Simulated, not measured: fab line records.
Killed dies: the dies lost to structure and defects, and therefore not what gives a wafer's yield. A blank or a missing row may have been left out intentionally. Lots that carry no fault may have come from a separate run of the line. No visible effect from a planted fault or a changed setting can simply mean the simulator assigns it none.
Problem report in the 8D (eight disciplines) form, filled by code	flow gf180mcu	the parts of the form that need people (team, actions taken, sign-off) are left out

## 1. THE ISSUE
Across 6 wafers from 2 lots, STI_OXIDATION_THK at GF_STI_THK_MEAS_02 averages 13.06 nm, while fault-free wafers read 9.97 nm with a standard deviation of 0.22. Relative to the usual mean, that is a shift of +14 standard deviations.
Earliest sighting: wafer L141.2 on film_metro-04 at day 2 22:31. Wafers with a number at this step in the record: 39, from 13 lots. Rule for "out", or "out of limits": more than 4 standard deviations from the usual mean. The rest of the wafers with a number are treated as sound.

## 2. WHAT IT IS, WHAT IT ISN'T
question	is	is not
which readings at this step	STI_OXIDATION_THK	-
which lots	L141, L143	L134, L135, L137, L138, L139, L146, L147, L148, L149, L153, L155
which wafers of those lots	all that have a number	-
read on which gauges	film_metro-02, film_metro-04	film_metro-03
when	from day 2 22:31	up to then (15 sound wafers); but 18 sound wafers of L146, L147, L148, L149, L153, L155 came after

## 3. THE SUSPECTS, EACH WITH WHAT RULES IT OUT
Counting: a tool at any process step up to the reading remains a suspect when it ran all the lots that are out and ran no sound lot after the first of those.
- the gauge at GF_STI_THK_MEAS_02 is ruled out. Those wafers that are out were read across 2 gauges (film_metro-02, film_metro-04).
- furnace-01 at GF_STI_OXIDATION_01 (stabilise 600 s, purge 300 s, target thk 10 nm): kept. It processed each lot that is out, first L141 at day 2 21:07, and no sound lot thereafter; up to then, the last sound lot it processed was L139 at day 2 11:07.
After counting, what remains is furnace-01 at GF_STI_OXIDATION_01.

## 4. THE CAUSE (what the simulator had put in)
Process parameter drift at GF_STI_OXIDATION_01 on furnace-01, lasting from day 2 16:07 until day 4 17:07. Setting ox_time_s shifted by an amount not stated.
The count eliminated every tool but this one.

## 5. SEQUENCE OF EFFECTS, ordered by route
One row per reading whose mean, taken over the struck wafers that have a number, lies over 3 standard deviations from the usual. Scope: only readings with a usual standard deviation given in the record; hours: median across lots of the time from each lot's start at the first step in this table that gives one to its start at this step; sigmas: change in usual standard deviations.
hours	step	reading	usual	on struck wafers	change	sigmas
0	GF_STI_THK_MEAS_02	STI_OXIDATION_THK	9.97 nm	13.06	+3.09	+14
At these later measuring or inspecting steps, every struck wafer for which the step has a row has a number for every such reading, and none has moved that far: GF_STI_THK_MEAS_24, GF_VT_IMPLANT_TW_MEAS_32.

## 6. WHAT WOULD HAVE CAUGHT IT SOONER
In this record the first reading out of limits at a measuring or inspecting step was taken at day 2 22:31, 6 hours after the fault began at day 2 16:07.
An alarm limit of 4 standard deviations would not have fired on the tool readings at GF_STI_OXIDATION_01 for which the record gives a usual standard deviation, since none of them was out on any struck wafer.
L143, from the lots that are out (2), started GF_STI_OXIDATION_01 on furnace-01 later than day 2 22:31. Holding the tool at that time would have saved it.
